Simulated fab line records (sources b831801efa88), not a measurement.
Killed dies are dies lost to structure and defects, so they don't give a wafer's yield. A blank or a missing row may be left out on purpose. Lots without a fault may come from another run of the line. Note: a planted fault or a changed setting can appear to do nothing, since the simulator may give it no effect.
fab line records    flow sky130
record lots=13  wafers=37  last-day=50
route steps=708 shown VT_ADJUST_HVTR@139 SONOS_TUNNEL@160 SONOS_ONO@181
lots that met no fault: taken from a fault-free run of the same line
start-h: the number of hours between the record's first day and the start of the first shown wafer of the lot    wait-h: hours from the lot's prior step to this one    " identical to the entry in the row above    L1.1+2: one row covering several wafers at once    - no value present, or no start provided    * or withheld: withheld    < > ~ a bound
route shown NAME@n: a module of which the file shows steps, and the number in the route of the first    usual: average and standard deviation across the fault-free wafers    same: alike in all rows    chamber/n: place in a boat    sites: per-site readings    _std_site: standard deviation across them    _edge_site: the outer-site mean with the inner-site mean subtracted    radius-mm: how far each site lies from the wafer's centre    mask NAME#n: copy n    behind: the tool/chamber that last shaped the wafer    hold: what put the lot on hold/how long, in hours/how the hold closed    device: whichever transistor did not switch (one of n, p or np)    end of line: tests of these same wafers at the route's end    for a step that has no rows: nothing shown but its recipe    killed: dies lost to structure and defects at the first sort, not the wafer's yield    map: the dies of a wafer, with x for killed, . for not killed, _ for no die there
set.NAME: the run value of the setting; set.NAME@STEP: its run value at that earlier step    model.NAME: the simulator's own value behind a step, which no gauge read
route steps across a sampled set of lots; one table per step, one row per wafer
services: when a tool's chamber went out of use (start-h, in hours from the record's first day, below 0 if earlier), for how many hours, and the reason
## steps
# step SKY_VT_ADJUST_HVTR_OVL_MEAS_08
# usual VT_ADJUST_HVTR_OVL=-0.7/1.3
lot.wafer  tool        chamber  start-h  wait-h  VT_ADJUST_HVTR_OVL[nm]
L808.1     overlay-02  -        206.09   0.1     1.6
L808.2     "           -        "        "       1.4
L808.5     "           -        "        "       -0.1
L809.2     overlay-01  -        211.88   0.1     -0.7
L809.3     "           -        "        "       -2.5
L809.5     "           -        "        "       -0.3
L810.3     overlay-02  -        215.97   0.1     -0.9
L810.5     "           -        "        "       0.5
L810.6     "           -        "        "       0.1
L811.3     overlay-01  -        224.47   0.1     0.0
L811.4     "           -        "        "       0.2
L811.5     "           -        "        "       -0.9
L813.2     overlay-01  -        236.85   0.1     -2.4
L813.5     "           -        "        "       -1.5
L813.6     "           -        "        "       -1.2
L814.1     overlay-02  -        245.48   0.1     1.0
L814.2     "           -        "        "       1.8
L814.3     "           -        "        "       1.2
L816.1     overlay-01  -        255.64   0.1     -0.3
L816.3     "           -        "        "       -0.8
L816.4     "           -        "        "       -0.7
L817.1     overlay-01  -        268.43   0.1     -0.1
L817.4     "           -        "        "       -0.5
L817.6     "           -        "        "       -0.5
L818.4     overlay-02  -        280.11   0.1     0.1
L818.5     "           -        "        "       -1.5
L818.6     "           -        "        "       -2.2
L825.2     overlay-01  -        334.98   0.1     -1.2
L825.4     "           -        "        "       -2.1
L826.1     overlay-01  -        336.79   0.1     -1.4
L826.2     "           -        "        "       -3.0
L831.1     overlay-02  -        378.24   0.1     -0.3
L831.4     "           -        "        "       -1.4
L831.5     "           -        "        "       -0.8
L830.1     overlay-01  -        379.18   0.1     0.1
L830.2     "           -        "        "       1.4
L830.4     "           -        "        "       0.7
# step SKY_VT_ADJUST_HVTR_STRIP_10
# recipe chemistry=O2/N2  power-w=1400  pressure-mtorr=1500  platen-temp-c=withheld  o2-flow-sccm=3000  n2-flow-sccm=300  overash-fraction=0.5
# usual drypump-motor-current-A=5.7/0.35  oes-product-au=0.716/0.0048  strip-time-to-endpoint-s=14.18/0.04
lot.wafer  tool             chamber  start-h  wait-h  drypump-motor-current-A  oes-product-au  rf-hours-counter-h  strip-time-to-endpoint-s
L808.1     plasma-asher-01  0        206.28   0.1     5.1                      0.713           52                  14.18
L808.2     "                1        "        "       5.5                      0.716           52                  14.15
L808.5     "                0        "        "       5.1                      0.713           -                   14.20
L809.2     plasma-asher-02  0        212.06   0.1     5.7                      0.706           38                  14.16
L809.3     "                1        "        "       5.8                      0.723           -                   14.17
L809.5     "                1        "        "       5.8                      0.705           -                   14.19
L810.3     plasma-asher-01  0        216.17   0.1     5.1                      0.718           -                   14.13
L810.5     "                1        "        "       5.4                      0.719           -                   14.17
L810.6     "                0        "        "       5.1                      0.708           -                   14.19
L811.3     plasma-asher-02  1        224.67   0.1     5.8                      0.719           -                   14.21
L811.4     "                0        "        "       5.7                      0.720           -                   14.17
L811.5     "                1        "        "       5.8                      0.714           -                   14.17
L813.2     plasma-asher-02  1        237.03   0.1     5.8                      0.713           41                  14.14
L813.5     "                1        "        "       5.8                      0.718           -                   14.16
L813.6     "                0        "        "       5.8                      0.721           -                   14.16
L814.1     plasma-asher-01  0        245.66   0.1     5.1                      0.709           56                  14.21
L814.2     "                1        "        "       5.5                      0.719           56                  14.22
L814.3     "                1        "        "       5.5                      0.711           -                   14.19
L816.1     plasma-asher-01  0        255.83   0.1     5.1                      0.718           57                  14.24
L816.3     "                0        "        "       5.1                      0.716           -                   14.26
L816.4     "                1        "        "       5.4                      0.713           -                   14.26
L817.1     plasma-asher-04  1        268.61   0.1     6.2                      0.724           58                  14.18
L817.4     "                0        "        "       5.8                      0.716           -                   14.18
L817.6     "                1        "        "       6.2                      0.717           -                   14.18
L818.4     plasma-asher-04  1        280.31   0.1     6.2                      0.717           -                   14.16
L818.5     "                0        "        "       5.8                      0.718           -                   14.18
L818.6     "                1        "        "       6.2                      0.710           -                   14.15
L825.2     plasma-asher-04  0        335.16   0.1     5.8                      0.721           65                  14.17
L825.4     "                1        "        "       6.3                      0.704           -                   14.21
L826.1     plasma-asher-01  0        336.98   0.1     5.1                      0.719           66                  14.19
L826.2     "                1        "        "       5.5                      0.713           66                  14.14
L831.1     plasma-asher-02  0        378.43   0.1     5.7                      0.713           54                  14.16
L831.4     "                0        "        "       5.7                      0.708           -                   14.24
L831.5     "                0        "        "       5.7                      0.717           -                   14.18
L830.1     plasma-asher-02  0        379.36   0.1     5.7                      0.713           54                  14.21
L830.2     "                1        "        "       5.8                      0.715           54                  14.21
L830.4     "                0        "        "       5.7                      0.714           -                   14.23
# step SKY_SONOS_TUNNEL_DEVELOP_06
# recipe resist=NOVOLAK  developer=TMAH  develop-time-s=60  dev-temp-c=23
# usual exhaust-pa=44.9/1.1
lot.wafer  tool            chamber  start-h  wait-h  exhaust-pa
L808.1     litho-track-02  0        251.92   0.1     43.8
L808.2     "               0        "        "       42.7
L808.5     "               0        "        "       43.3
L809.2     litho-track-02  0        258.19   0.1     45.3
L809.3     "               0        "        "       44.6
L809.5     "               0        "        "       44.6
L810.3     litho-track-04  0        263.33   0.1     44.7
L810.5     "               0        "        "       45.0
L810.6     "               0        "        "       46.3
L811.3     litho-track-04  0        271.03   0.1     46.1
L811.4     "               0        "        "       44.4
L811.5     "               0        "        "       47.4
L813.2     litho-track-04  0        286.61   0.1     43.2
L813.5     "               0        "        "       44.1
L813.6     "               0        "        "       43.6
L814.1     litho-track-03  0        295.52   0.1     44.2
L814.2     "               0        "        "       44.2
L814.3     "               0        "        "       46.3
L816.1     litho-track-03  0        306.27   0.1     44.9
L816.3     "               0        "        "       45.8
L816.4     "               0        "        "       44.5
L817.1     litho-track-02  0        319.87   0.1     43.7
L817.4     "               0        "        "       44.9
L817.6     "               0        "        "       44.9
L818.4     litho-track-02  0        331.99   0.1     46.4
L818.5     "               0        "        "       46.3
L818.6     "               0        "        "       45.2
L825.2     litho-track-04  0        390.41   0.1     44.8
L825.4     "               0        "        "       44.9
L826.1     litho-track-04  0        391.88   0.1     44.9
L826.2     "               0        "        "       44.3
L831.1     litho-track-02  0        437.86   0.1     46.0
L831.4     "               0        "        "       45.8
L831.5     "               0        "        "       46.0
L830.1     litho-track-03  0        439.02   0.1     44.8
L830.2     "               0        "        "       46.5
L830.4     "               0        "        "       44.8
# step SKY_SONOS_TUNNEL_CD_MEAS_07
# recipe target-cd-nm=410
# usual cd-nm=409.7/2.5
lot.wafer  tool       chamber  start-h  wait-h  cd-nm
L808.1     cd-sem-02  -        252.07   0.1     405.5
L808.2     "          -        "        "       403.7
L808.5     "          -        "        "       404.8
L809.2     cd-sem-01  -        258.34   0.1     411.8
L809.3     "          -        "        "       412.2
L809.5     "          -        "        "       410.8
L810.3     cd-sem-01  -        263.47   0.1     408.1
L810.5     "          -        "        "       409.7
L810.6     "          -        "        "       408.8
L811.3     cd-sem-02  -        271.17   0.1     407.8
L811.4     "          -        "        "       409.4
L811.5     "          -        "        "       407.3
L813.2     cd-sem-02  -        286.75   0.1     409.9
L813.5     "          -        "        "       409.1
L813.6     "          -        "        "       407.6
L814.1     cd-sem-01  -        295.67   0.1     410.6
L814.2     "          -        "        "       409.4
L814.3     "          -        "        "       409.4
L816.1     cd-sem-01  -        306.42   0.1     412.3
L816.3     "          -        "        "       413.5
L816.4     "          -        "        "       413.9
L817.1     cd-sem-02  -        320.02   0.1     409.5
L817.4     "          -        "        "       411.0
L817.6     "          -        "        "       411.2
L818.4     cd-sem-01  -        332.13   0.1     405.9
L818.5     "          -        "        "       405.6
L818.6     "          -        "        "       406.9
L825.2     cd-sem-02  -        390.55   0.1     392.3
L825.4     "          -        "        "       392.9
L826.1     cd-sem-02  -        392.03   0.1     405.4
L826.2     "          -        "        "       388.6
L831.1     cd-sem-02  -        438.01   0.1     407.1
L831.4     "          -        "        "       408.6
L831.5     "          -        "        "       408.5
L830.1     cd-sem-01  -        439.17   0.1     413.0
L830.2     "          -        "        "       413.5
L830.4     "          -        "        "       414.9
# step SKY_SONOS_ONO_CD_MEAS_13
# recipe target-cd-nm=410
# usual cd-nm=410.0/2.3
lot.wafer  tool       chamber  start-h  wait-h  cd-nm
L808.1     cd-sem-01  -        282.91   0.1     415.5
L808.2     "          -        "        "       414.7
L808.5     "          -        "        "       414.1
L809.2     cd-sem-02  -        288.14   0.1     408.0
L809.3     "          -        "        "       409.7
L809.5     "          -        "        "       410.0
L810.3     cd-sem-02  -        293.30   0.1     409.5
L810.5     "          -        "        "       409.8
L810.6     "          -        "        "       409.1
L811.3     cd-sem-01  -        303.56   0.1     404.9
L811.4     "          -        "        "       408.3
L811.5     "          -        "        "       405.4
L813.2     cd-sem-01  -        318.63   0.1     410.4
L813.5     "          -        "        "       409.1
L813.6     "          -        "        "       409.1
L814.1     cd-sem-02  -        327.42   0.1     409.6
L814.2     "          -        "        "       406.9
L814.3     "          -        "        "       408.6
L816.1     cd-sem-02  -        338.72   0.1     408.0
L816.3     "          -        "        "       406.6
L816.4     "          -        "        "       406.1
L817.1     cd-sem-02  -        353.77   0.1     408.6
L817.4     "          -        "        "       408.3
L817.6     "          -        "        "       409.8
L818.4     cd-sem-02  -        364.53   0.1     408.9
L818.5     "          -        "        "       408.8
L818.6     "          -        "        "       409.8
L825.2     cd-sem-02  -        425.83   0.1     410.3
L825.4     "          -        "        "       411.7
L826.1     cd-sem-02  -        426.96   0.1     413.9
L826.2     "          -        "        "       413.2
L831.1     cd-sem-01  -        475.66   0.1     411.5
L831.4     "          -        "        "       411.8
L831.5     "          -        "        "       412.4
L830.1     cd-sem-02  -        476.91   0.1     409.0
L830.2     "          -        "        "       411.3
L830.4     "          -        "        "       411.5
## services
tool             chamber  start-h  hours  kind
plasma-asher-02  -        277.14   3.4    repair
plasma-asher-01  -        296.90   3.4    repair
plasma-asher-02  -        307.31   1.4    repair
plasma-asher-01  -        385.87   9.0    repair
plasma-asher-04  -        391.16   14.6   pm
plasma-asher-04  -        408.50   2.8    pm
plasma-asher-04  -        421.25   9.0    pm
plasma-asher-04  0        421.25   9.0    vent-cycle
plasma-asher-04  1        421.25   9.0    vent-cycle
plasma-asher-04  0        430.25   -      clean
plasma-asher-04  1        430.25   -      clean
## key
first-sign step=SKY_SONOS_TUNNEL_CD_MEAS_07  reading=cd-nm  direction=down  sigmas=7.3  usual=409.7  struck=391.3
effect none on later readings
met-at SKY_SONOS_TUNNEL_DEVELOP_06
struck-lots L825,L826
struck-wafers L825.2,L825.4,L826.2
tester-left-out L825,L826
not-acting-at SKY_VT_ADJUST_HVTR_OVL_MEAS_08,SKY_VT_ADJUST_HVTR_STRIP_10,SKY_SONOS_ONO_CD_MEAS_13
onset-between 286.61 390.41
fault kind=process-parameter-drift  tool=litho-track-04  chamber=-  onset-h=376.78  steps=SKY_SONOS_TUNNEL_DEVELOP_06  channel=develop-time-s  offset=*  shape=step  end-h=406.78  scope=struck-wafers-only  acts-in=*  stated=*
# tester-left-out: of these lots the tester's yield and bins aren't shown, on N5 and GAA mostly nor the transistor test; their killed dies are dies lost to structure and defects alone, not to doping, threshold or leakage, so they don't give the yield
